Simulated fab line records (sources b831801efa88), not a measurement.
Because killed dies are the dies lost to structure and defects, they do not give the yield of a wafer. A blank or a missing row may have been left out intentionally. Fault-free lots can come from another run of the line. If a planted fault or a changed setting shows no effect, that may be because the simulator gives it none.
Matching of chambers + flow sky130 + cmp-02 running SKY_VIA1_CMP_24: 4 sister chambers
The step polishes, stops on SiO2, t overpolish 15 s, target thk 0 nm. 4 wafers are shown with their chamber, then 7 later ones without.

## WAFERS PAIRED WITH THEIR CHAMBERS
| wafer  | chamber | edgeZonePressureFrac |
|--------|---------|----------------------|
| L488.3 | 1       | 0.995                |
| L489.1 | 0       | 1.009                |
| L492.1 | 3       | 0.998                |
| L492.4 | 2       | 0.991                |

## WAFERS WITH NO CHAMBER GIVEN
| wafer  | edgeZonePressureFrac |
|--------|----------------------|
| L492.5 | 0.999                |
| L502.2 | 1.005                |
| L502.4 | 1.000                |
| L502.5 | 1.005                |
| L503.1 | 1.003                |
| L503.5 | 0.998                |
| L503.6 | 0.998                |

## CHAMBER TAKEN BY EACH
| wafer  | from the rows above          | in truth |
|--------|------------------------------|----------|
| L492.5 | can't be placed: 3 or 1      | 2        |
| L502.2 | can't be placed: 0 or 3      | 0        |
| L502.4 | can't be placed: 3 or 1      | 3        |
| L502.5 | can't be placed: 0 or 3      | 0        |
| L503.1 | can't be placed: 3 or 0 or 1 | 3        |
| L503.5 | can't be placed: 3 or 1      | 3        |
| L503.6 | can't be placed: 3 or 1      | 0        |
Placed correctly: 0 of 7. From these rows, 7 cannot be placed; in 5 the true chamber is one of the candidates. Number placed wrongly: 0.
How it was worked out, from the rows above alone: a wafer's distance from a chamber is the root of the sum, over the readings, of the square of ((its reading less the chamber's mean) divided by the reading's scatter). If the next closest chamber is less than 2 further off than the closest, the wafer can't be placed; otherwise it belongs to the closest. The mean given for a chamber averages the wafers shown for that chamber. The scatter: root of mean squared gap, hidden wafer to nearest shown wafer, with one shown wafer a chamber.
